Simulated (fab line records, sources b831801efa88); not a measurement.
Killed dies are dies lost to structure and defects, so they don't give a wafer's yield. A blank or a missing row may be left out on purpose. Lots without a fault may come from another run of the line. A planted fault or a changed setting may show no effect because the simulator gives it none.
One fault seen from 2 desks | flow sky130 | each desk has only its own numbers; what lay behind them comes last

THE METROLOGY DESK
What the gauges read, lot by lot, whatever tool the lot ran on: means of the sampled wafers that have a number. A lot is out of limits, marked OUT, if its mean lies more than 4 standard deviations from the usual mean; the brackets give that distance.
Columns: A = CAPM_OVL at SKY_CAPM_OVL_MEAS_12, usual 0.7 nm; B = VIA3_BOW at SKY_VIA3_BOW_MEAS_03, usual 81 um; C = CAP2M_CVD_00_THK at SKY_CAP2M_THK_MEAS_01, usual 15.50 nm
lot  | first seen here | A    | B  | C
L544 | day 37 04:49    | -0.6 | 74 | 15.56
L545 | day 37 17:40    | 0.8  | 88 | 15.30
L546 | day 37 23:49    | 1.2  | 75 | 15.65
L547 | day 38 16:59    | 0.1  | 90 | 15.39
L550 | day 39 11:43    | -0.1 | 73 | 15.23
L551 | day 39 16:09    | 1.8  | 76 | 15.38
L552 | day 40 01:55    | -0.6 | 84 | 15.35
L553 | day 40 12:07    | 2.3  | 88 | 15.59
L556 | day 41 06:15    | 1.6  | 79 | 15.22
L563 | day 43 09:46    | 0.8  | 85 | 24.58 (+38) OUT
L564 | day 43 21:35    | 0.4  | 79 | 23.88 (+35) OUT
L566 | day 44 02:40    | 0.2  | 90 | 15.43
This desk's finding: out of limits on L563, L564; first on L563, day 45 10:01 (CAP2M_CVD_00_THK at SKY_CAP2M_THK_MEAS_01). In limits: L544, L545, L546, L547, L550, L551, L552, L553, L556, L566.

THE TOOL OWNER'S DESK: pecvd-03
The tool's own readings at SKY_CAP2M_CVD_00 (deposits SiO2, target thk 15.5 nm): means of the sampled wafers that have a number, for each lot that ran on this tool. A lot is out of limits, marked OUT, if its mean lies more than 4 standard deviations from the usual mean; the brackets give that distance.
Columns: A = heater_power_w at SKY_CAP2M_CVD_00, usual 719 W
lot  | first seen here | A
L544 | day 39 12:29    | 763
L547 | day 40 23:40    | 767
L550 | day 41 17:14    | 685
L551 | day 41 21:02    | 591
L552 | day 42 06:42    | 754
L556 | day 43 08:53    | 732
L563 | day 45 10:00    | 629
L564 | day 45 22:29    | 762
This desk's finding: nothing out of limits on any of the 8 lots.

PUT TOGETHER
The metrology desk could have raised an alarm at day 45 10:01, on L563, L564.
The tool owner's desk saw nothing out of limits.
The tool owner's desk has L563, L564 on record, within its limits.
Of the lots named, all ran SKY_CAP2M_CVD_00 on pecvd-03.

WHAT THE SIMULATOR HAD PUT IN
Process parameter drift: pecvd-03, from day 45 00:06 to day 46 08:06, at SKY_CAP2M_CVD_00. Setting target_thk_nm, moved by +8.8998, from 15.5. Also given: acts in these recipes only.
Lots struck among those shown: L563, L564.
Hours from the fault's start to each desk's first reading out of limits: the metrology desk, 10.
